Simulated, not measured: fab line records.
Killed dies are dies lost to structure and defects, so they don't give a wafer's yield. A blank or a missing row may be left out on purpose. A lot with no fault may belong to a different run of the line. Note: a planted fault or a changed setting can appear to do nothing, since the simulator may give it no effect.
What tool caused it? + flow gf180mcu + 72 wafers from 24 lots sampled at 6 of the route's 602 steps

## WHAT EACH GAUGE READ, for each wafer
No reading from a measuring or inspecting step in the record can be judged against a usual standard deviation.

## EACH LOT AND THE TOOL THAT RAN IT (in order: tool; ch and the chambers of the sampled wafers; start)
| lot  | GF_M3_SPUTTER_04             | GF_V3_CMP_26                  | GF_MIM_SPUTTER_02            | GF_MIM_SPUTTER_08            | GF_V5_CVD_02                    | GF_PASSIVATION_CVD_00           |
|------|------------------------------|-------------------------------|------------------------------|------------------------------|---------------------------------|---------------------------------|
| L074 | pvd_sputter-04, day 20 07:02 | cmp-02 ch 0,1,2, day 22 09:29 | pvd_sputter-04, day 24 09:58 | pvd_sputter-03, day 24 10:12 | pecvd-02 ch 0,2, day 26 06:04   | pecvd-04 ch 0,1, day 28 01:02   |
| L075 | pvd_sputter-04, day 20 15:22 | cmp-01 ch 0,1, day 22 17:18   | pvd_sputter-04, day 24 17:07 | pvd_sputter-02, day 24 17:21 | pecvd-01 ch 1,2, day 26 12:55   | pecvd-02 ch 1,2, day 28 08:31   |
| L076 | pvd_sputter-03, day 21 03:21 | cmp-01 ch 0,1,2, day 23 05:50 | pvd_sputter-04, day 25 05:11 | pvd_sputter-02, day 25 05:25 | pecvd-01 ch 0,1,2, day 27 01:17 | pecvd-03 ch 0,2, day 28 20:47   |
| L077 | pvd_sputter-02, day 21 08:58 | cmp-01 ch 0,1,2, day 23 09:51 | pvd_sputter-04, day 25 09:17 | pvd_sputter-02, day 25 09:31 | pecvd-01 ch 0,2, day 27 04:51   | pecvd-03 ch 0,2, day 28 22:59   |
| L078 | pvd_sputter-03, day 21 22:19 | cmp-02 ch 1,3, day 23 22:53   | pvd_sputter-02, day 25 20:43 | pvd_sputter-03, day 25 20:57 | pecvd-01 ch 0,1, day 27 15:31   | pecvd-04 ch 0,2, day 29 08:15   |
| L079 | pvd_sputter-03, day 22 08:41 | cmp-01 ch 1,2, day 24 08:17   | pvd_sputter-03, day 26 07:10 | pvd_sputter-02, day 26 07:23 | pecvd-01 ch 1,2, day 28 00:39   | pecvd-03 ch 0,2, day 29 18:08   |
| L080 | pvd_sputter-02, day 22 12:58 | cmp-01 ch 1,2,3, day 24 12:51 | pvd_sputter-03, day 26 10:56 | pvd_sputter-04, day 26 11:10 | pecvd-02 ch 0,1,2, day 28 04:22 | pecvd-03 ch 0,1,2, day 29 21:18 |
| L081 | pvd_sputter-03, day 22 23:13 | cmp-01 ch 0,1,3, day 24 21:11 | pvd_sputter-03, day 26 18:09 | pvd_sputter-04, day 26 18:23 | pecvd-03 ch 0,2, day 28 12:33   | pecvd-03 ch 0,1, day 30 05:28   |
| L082 | pvd_sputter-03, day 23 11:25 | cmp-02 ch 1,2,3, day 25 10:15 | pvd_sputter-02, day 27 08:16 | pvd_sputter-04, day 27 08:30 | pecvd-01 ch 0,2, day 29 00:33   | pecvd-04 ch 0,1, day 30 17:18   |
| L083 | pvd_sputter-04, day 23 20:11 | cmp-02 ch 1,3, day 25 18:52   | pvd_sputter-04, day 27 14:59 | pvd_sputter-02, day 27 15:13 | pecvd-02 ch 0,1, day 29 07:54   | pecvd-03 ch 1,2, day 30 23:46   |
| L084 | pvd_sputter-04, day 24 01:41 | cmp-01 ch 0,1, day 25 23:26   | pvd_sputter-02, day 27 19:40 | pvd_sputter-04, day 27 19:53 | pecvd-02 ch 0,1,2, day 29 11:52 | pecvd-03 ch 1,2, day 31 03:18   |
| L085 | pvd_sputter-04, day 24 11:20 | cmp-01 ch 2,3, day 26 09:14   | pvd_sputter-04, day 28 04:43 | pvd_sputter-02, day 28 04:56 | pecvd-02 ch 0,2, day 29 20:19   | pecvd-02 ch 0,1, day 31 10:58   |
| L086 | pvd_sputter-02, day 24 19:37 | cmp-01 ch 0,1,3, day 26 16:00 | pvd_sputter-03, day 28 10:52 | pvd_sputter-04, day 28 11:07 | pecvd-01 ch 0,1,2, day 30 03:14 | pecvd-03 ch 0,1,2, day 31 18:10 |
| L087 | pvd_sputter-03, day 25 02:43 | cmp-01 ch 0,1,3, day 26 22:27 | pvd_sputter-04, day 28 17:13 | pvd_sputter-02, day 28 17:27 | pecvd-02 ch 0,2, day 30 08:40   | pecvd-03 ch 0,1, day 31 22:51   |
| L089 | pvd_sputter-03, day 25 12:08 | cmp-01 ch 1,2, day 27 08:11   | pvd_sputter-03, day 29 02:37 | pvd_sputter-02, day 29 02:52 | pecvd-01 ch 0,1,2, day 30 16:31 | pecvd-03 ch 0,2, day 32 05:26   |
| L088 | pvd_sputter-02, day 25 18:20 | cmp-01 ch 2,3, day 27 13:58   | pvd_sputter-03, day 29 08:04 | pvd_sputter-04, day 29 08:18 | pecvd-01 ch 0,1, day 30 22:21   | pecvd-03 ch 1,2, day 32 13:50   |
| L090 | pvd_sputter-04, day 25 23:43 | cmp-02 ch 0,1, day 27 18:50   | pvd_sputter-04, day 29 12:58 | pvd_sputter-02, day 29 13:11 | pecvd-01 ch 0,2, day 31 02:36   | pecvd-04 ch 0,1, day 32 17:27   |
| L091 | pvd_sputter-03, day 26 11:47 | cmp-02 ch 0,1,3, day 28 06:04 | pvd_sputter-03, day 30 00:04 | pvd_sputter-02, day 30 00:18 | pecvd-01 ch 0,2, day 31 13:32   | pecvd-04 ch 1,2, day 33 00:23   |
| L092 | pvd_sputter-03, day 26 19:23 | cmp-02 ch 0,1,3, day 28 14:13 | pvd_sputter-02, day 30 06:43 | pvd_sputter-03, day 30 06:56 | pecvd-01 ch 0,2, day 31 19:08   | pecvd-04 ch 0,2, day 33 08:37   |
| L093 | pvd_sputter-03, day 26 20:20 | cmp-01 ch 0,2, day 28 14:26   | pvd_sputter-04, day 30 07:42 | pvd_sputter-02, day 30 07:56 | pecvd-02 ch 0,1,2, day 31 19:58 | pecvd-04 ch 0,2, day 33 08:59   |
| L094 | pvd_sputter-03, day 27 06:01 | cmp-02 ch 1,2, day 28 23:43   | pvd_sputter-02, day 30 16:47 | pvd_sputter-04, day 30 17:01 | pecvd-02 ch 0,1,2, day 32 03:32 | pecvd-02 ch 0,2, day 33 14:47   |
| L095 | pvd_sputter-02, day 27 10:22 | cmp-01 ch 0,1, day 29 04:59   | pvd_sputter-03, day 30 21:16 | pvd_sputter-02, day 30 21:30 | pecvd-01 ch 0,1, day 32 08:01   | pecvd-03 ch 0,2, day 33 19:03   |
| L097 | pvd_sputter-02, day 27 21:22 | cmp-01 ch 0,1,2, day 29 14:49 | pvd_sputter-04, day 31 06:25 | pvd_sputter-03, day 31 06:39 | pecvd-03 ch 0,1,2, day 32 17:04 | pecvd-02 ch 0,1, day 34 03:34   |
| L096 | pvd_sputter-02, day 28 00:25 | cmp-01 ch 0,3, day 29 17:12   | pvd_sputter-04, day 31 08:23 | pvd_sputter-02, day 31 08:37 | pecvd-02 ch 1,2, day 32 18:52   | pecvd-02 ch 1,2, day 34 05:23   |
- GF_M3_SPUTTER_04: material TiN, target thk 50 nm, time 41.7 s.
- GF_V3_CMP_26: polishes, stops on SiO2, t overpolish 15 s, target thk 0 nm.
- GF_MIM_SPUTTER_02: material AlCu, target thk 450 nm, time 23.9 s.
- GF_MIM_SPUTTER_08: material AlCu, target thk 200 nm, time 10.6 s.
- GF_V5_CVD_02: deposits SiO2 from TEOS, target thk 1450 nm, time 163.28 s.
- GF_PASSIVATION_CVD_00: deposits SiO2 from TEOS, target thk 1000 nm, time 111.95 s.

## WHAT THE TOOLS THEMSELVES READ (means of the sampled wafers that have a number; where no wafer has one, the mark that the record gives instead)
GF_M3_SPUTTER_04. Usual: throttle_valve_pct 30.0 %, standard deviation 0.75.
| lot  | tool           | throttle_valve_pct (%) | flag |
|------|----------------|------------------------|------|
| L074 | pvd_sputter-04 | 30.3                   |      |
| L075 | pvd_sputter-04 | 29.9                   |      |
| L076 | pvd_sputter-03 | 30.3                   |      |
| L077 | pvd_sputter-02 | 29.1                   |      |
| L078 | pvd_sputter-03 | 29.4                   |      |
| L079 | pvd_sputter-03 | 30.1                   |      |
| L080 | pvd_sputter-02 | 29.3                   |      |
| L081 | pvd_sputter-03 | 30.1                   |      |
| L082 | pvd_sputter-03 | 30.1                   |      |
| L083 | pvd_sputter-04 | 30.1                   |      |
| L084 | pvd_sputter-04 | 30.1                   |      |
| L085 | pvd_sputter-04 | 30.4                   |      |
| L086 | pvd_sputter-02 | 29.7                   |      |
| L087 | pvd_sputter-03 | 29.8                   |      |
| L089 | pvd_sputter-03 | 30.2                   |      |
| L088 | pvd_sputter-02 | 29.9                   |      |
| L090 | pvd_sputter-04 | 30.2                   |      |
| L091 | pvd_sputter-03 | 30.7                   |      |
| L092 | pvd_sputter-03 | 29.9                   |      |
| L093 | pvd_sputter-03 | 30.4                   |      |
| L094 | pvd_sputter-03 | 30.0                   |      |
| L095 | pvd_sputter-02 | 30.9                   |      |
| L097 | pvd_sputter-02 | 29.5                   |      |
| L096 | pvd_sputter-02 | 30.7                   |      |

GF_V3_CMP_26. Usual: head_pressure_psi 3.499 psi, standard deviation 0.0082; motor_current_A 10.9 A, standard deviation 1.5; overpolish_run_s 15.001 s, standard deviation 0.0086; time_to_endpoint_s 88 s, standard deviation 4.1.
| lot  | tool   | head_pressure_psi (psi) | motor_current_A (A) | overpolish_run_s (s) | time_to_endpoint_s (s) | flag |
|------|--------|-------------------------|---------------------|----------------------|------------------------|------|
| L074 | cmp-02 | 3.499                   | 11.1                | 15.001               | 82                     |      |
| L075 | cmp-01 | 3.494                   | 9.8                 | 14.997               | 90                     |      |
| L076 | cmp-01 | 3.503                   | 11.0                | 15.005               | 87                     |      |
| L077 | cmp-01 | 3.498                   | 10.8                | 15.003               | 91                     |      |
| L078 | cmp-02 | 3.500                   | 10.3                | 14.999               | 81                     |      |
| L079 | cmp-01 | 3.503                   | 11.5                | 15.000               | 88                     |      |
| L080 | cmp-01 | 3.502                   | 11.5                | 15.000               | 89                     |      |
| L081 | cmp-01 | 3.510                   | 10.9                | 15.004               | 91                     |      |
| L082 | cmp-02 | 3.498                   | 10.6                | 14.994               | 85                     |      |
| L083 | cmp-02 | 3.501                   | 10.2                | 15.007               | 87                     |      |
| L084 | cmp-01 | 3.500                   | 9.9                 | 14.998               | 89                     |      |
| L085 | cmp-01 | 3.496                   | 12.7                | 14.995               | 86                     |      |
| L086 | cmp-01 | 3.495                   | 10.9                | 15.001               | 92                     |      |
| L087 | cmp-01 | 3.498                   | 11.0                | 15.005               | 87                     |      |
| L089 | cmp-01 | 3.500                   | 11.4                | 15.000               | 90                     |      |
| L088 | cmp-01 | 3.488                   | 12.6                | 15.000               | 93                     |      |
| L090 | cmp-02 | 3.495                   | 9.9                 | 14.996               | 87                     |      |
| L091 | cmp-02 | 3.497                   | 9.9                 | 14.989               | 86                     |      |
| L092 | cmp-02 | 3.496                   | 9.4                 | 15.003               | 88                     |      |
| L093 | cmp-01 | 3.501                   | 10.8                | 15.011               | 92                     |      |
| L094 | cmp-02 | 3.509                   | 11.1                | 15.015               | 84                     |      |
| L095 | cmp-01 | 3.496                   | 9.7                 | 15.002               | 89                     |      |
| L097 | cmp-01 | 3.498                   | 11.1                | 15.001               | 85                     |      |
| L096 | cmp-01 | 3.492                   | 11.6                | 15.002               | 92                     |      |

GF_MIM_SPUTTER_02. Usual: throttle_valve_pct 30.0 %, standard deviation 0.66.
| lot  | tool           | throttle_valve_pct (%) | flag |
|------|----------------|------------------------|------|
| L074 | pvd_sputter-04 | 30.2                   |      |
| L075 | pvd_sputter-04 | 30.1                   |      |
| L076 | pvd_sputter-04 | 30.1                   |      |
| L077 | pvd_sputter-04 | 30.1                   |      |
| L078 | pvd_sputter-02 | 29.8                   |      |
| L079 | pvd_sputter-03 | 29.7                   |      |
| L080 | pvd_sputter-03 | 30.2                   |      |
| L081 | pvd_sputter-03 | 30.3                   |      |
| L082 | pvd_sputter-02 | 29.1                   |      |
| L083 | pvd_sputter-04 | 30.2                   |      |
| L084 | pvd_sputter-02 | 30.7                   |      |
| L085 | pvd_sputter-04 | 30.4                   |      |
| L086 | pvd_sputter-03 | 29.6                   |      |
| L087 | pvd_sputter-04 | 30.1                   |      |
| L089 | pvd_sputter-03 | 30.0                   |      |
| L088 | pvd_sputter-03 | 29.5                   |      |
| L090 | pvd_sputter-04 | 30.0                   |      |
| L091 | pvd_sputter-03 | 30.1                   |      |
| L092 | pvd_sputter-02 | 29.0                   |      |
| L093 | pvd_sputter-04 | 30.1                   |      |
| L094 | pvd_sputter-02 | 30.0                   |      |
| L095 | pvd_sputter-03 | 30.2                   |      |
| L097 | pvd_sputter-04 | 30.3                   |      |
| L096 | pvd_sputter-04 | 30.2                   |      |

GF_MIM_SPUTTER_08. Usual: throttle_valve_pct 30.0 %, standard deviation 0.87.
| lot  | tool           | throttle_valve_pct (%) | flag |
|------|----------------|------------------------|------|
| L074 | pvd_sputter-03 | 30.3                   |      |
| L075 | pvd_sputter-02 | 30.0                   |      |
| L076 | pvd_sputter-02 | 29.8                   |      |
| L077 | pvd_sputter-02 | 29.3                   |      |
| L078 | pvd_sputter-03 | 30.6                   |      |
| L079 | pvd_sputter-02 | 29.8                   |      |
| L080 | pvd_sputter-04 | 30.2                   |      |
| L081 | pvd_sputter-04 | 30.2                   |      |
| L082 | pvd_sputter-04 | 29.8                   |      |
| L083 | pvd_sputter-02 | 29.0                   |      |
| L084 | pvd_sputter-04 | 30.3                   |      |
| L085 | pvd_sputter-02 | 29.7                   |      |
| L086 | pvd_sputter-04 | 30.2                   |      |
| L087 | pvd_sputter-02 | 30.0                   |      |
| L089 | pvd_sputter-02 | 29.7                   |      |
| L088 | pvd_sputter-04 | 30.3                   |      |
| L090 | pvd_sputter-02 | 30.0                   |      |
| L091 | pvd_sputter-02 | 29.5                   |      |
| L092 | pvd_sputter-03 | 30.2                   |      |
| L093 | pvd_sputter-02 | 30.3                   |      |
| L094 | pvd_sputter-04 | 30.1                   |      |
| L095 | pvd_sputter-02 | 29.7                   |      |
| L097 | pvd_sputter-03 | 30.2                   |      |
| L096 | pvd_sputter-02 | 30.1                   |      |

GF_V5_CVD_02. Usual: heater_power_w 626 W, standard deviation 90; susceptor_temp_C 400.00 C, standard deviation 0.25.
| lot  | tool     | heater_power_w (W) | susceptor_temp_C (C) | flag |
|------|----------|--------------------|----------------------|------|
| L074 | pecvd-02 | 645                | 400.24               |      |
| L075 | pecvd-01 | 563                | 399.64               |      |
| L076 | pecvd-01 | 605                | 399.63               |      |
| L077 | pecvd-01 | 577                | 400.14               |      |
| L078 | pecvd-01 | 552                | 400.04               |      |
| L079 | pecvd-01 | 608                | 399.76               |      |
| L080 | pecvd-02 | 630                | 400.15               |      |
| L081 | pecvd-03 | 626                | 400.01               |      |
| L082 | pecvd-01 | 588                | 399.78               |      |
| L083 | pecvd-02 | 741                | 399.92               |      |
| L084 | pecvd-02 | 613                | 400.27               |      |
| L085 | pecvd-02 | 633                | 400.05               |      |
| L086 | pecvd-01 | 553                | 400.17               |      |
| L087 | pecvd-02 | 662                | 399.81               |      |
| L089 | pecvd-01 | 577                | 399.89               |      |
| L088 | pecvd-01 | 598                | 399.80               |      |
| L090 | pecvd-01 | 539                | 400.22               |      |
| L091 | pecvd-01 | 609                | 399.73               |      |
| L092 | pecvd-01 | 549                | 399.86               |      |
| L093 | pecvd-02 | 717                | 400.01               |      |
| L094 | pecvd-02 | 731                | 399.97               |      |
| L095 | pecvd-01 | 555                | 400.06               |      |
| L097 | pecvd-03 | 602                | 400.12               |      |
| L096 | pecvd-02 | 633                | 400.16               |      |

GF_PASSIVATION_CVD_00. Usual: heater_power_w 682 W, standard deviation 83; susceptor_temp_C 399.96 C, standard deviation 0.22.
| lot  | tool     | heater_power_w (W) | susceptor_temp_C (C) | flag |
|------|----------|--------------------|----------------------|------|
| L074 | pecvd-04 | 708                | 399.90               |      |
| L075 | pecvd-02 | 587                | 399.95               |      |
| L076 | pecvd-03 | 606                | 399.79               |      |
| L077 | pecvd-03 | 601                | 399.80               |      |
| L078 | pecvd-04 | 758                | 400.03               |      |
| L079 | pecvd-03 | 636                | 399.83               |      |
| L080 | pecvd-03 | 649                | 399.99               |      |
| L081 | pecvd-03 | 663                | 399.85               |      |
| L082 | pecvd-04 | 674                | 399.85               |      |
| L083 | pecvd-03 | 676                | 399.97               |      |
| L084 | pecvd-03 | 676                | 399.91               |      |
| L085 | pecvd-02 | 777                | 399.80               |      |
| L086 | pecvd-03 | 613                | 400.00               |      |
| L087 | pecvd-03 | 664                | 400.13               |      |
| L089 | pecvd-03 | 641                | 400.00               |      |
| L088 | pecvd-03 | 723                | 399.87               |      |
| L090 | pecvd-04 | 770                | 400.03               |      |
| L091 | pecvd-04 | 747                | 399.71               |      |
| L092 | pecvd-04 | 716                | 399.86               |      |
| L093 | pecvd-04 | 725                | 400.07               |      |
| L094 | pecvd-02 | 708                | 400.00               |      |
| L095 | pecvd-03 | 619                | 399.75               |      |
| L097 | pecvd-02 | 685                | 399.81               |      |
| L096 | pecvd-02 | 616                | 399.88               |      |

## THE ANSWER, worked out from the rows above alone
Rule: a lot is off if the mean of its wafers that have a number lies more than 3 standard deviations from the usual mean. A lot without any number at a reading at which 4 lots or more have one is off too. The other lots that the step has rows for count as sound. After the gauges, taken in route order, come the tools' own readings; for these a lot's mean is taken, as printed above. At the first step where some lot is off, the reading lying furthest off is the one used; lots without a number count as furthest.
No lot is off on any of the readings shown, so nothing can be concluded from this.

## WHAT WAS PUT IN BY THE SIMULATOR
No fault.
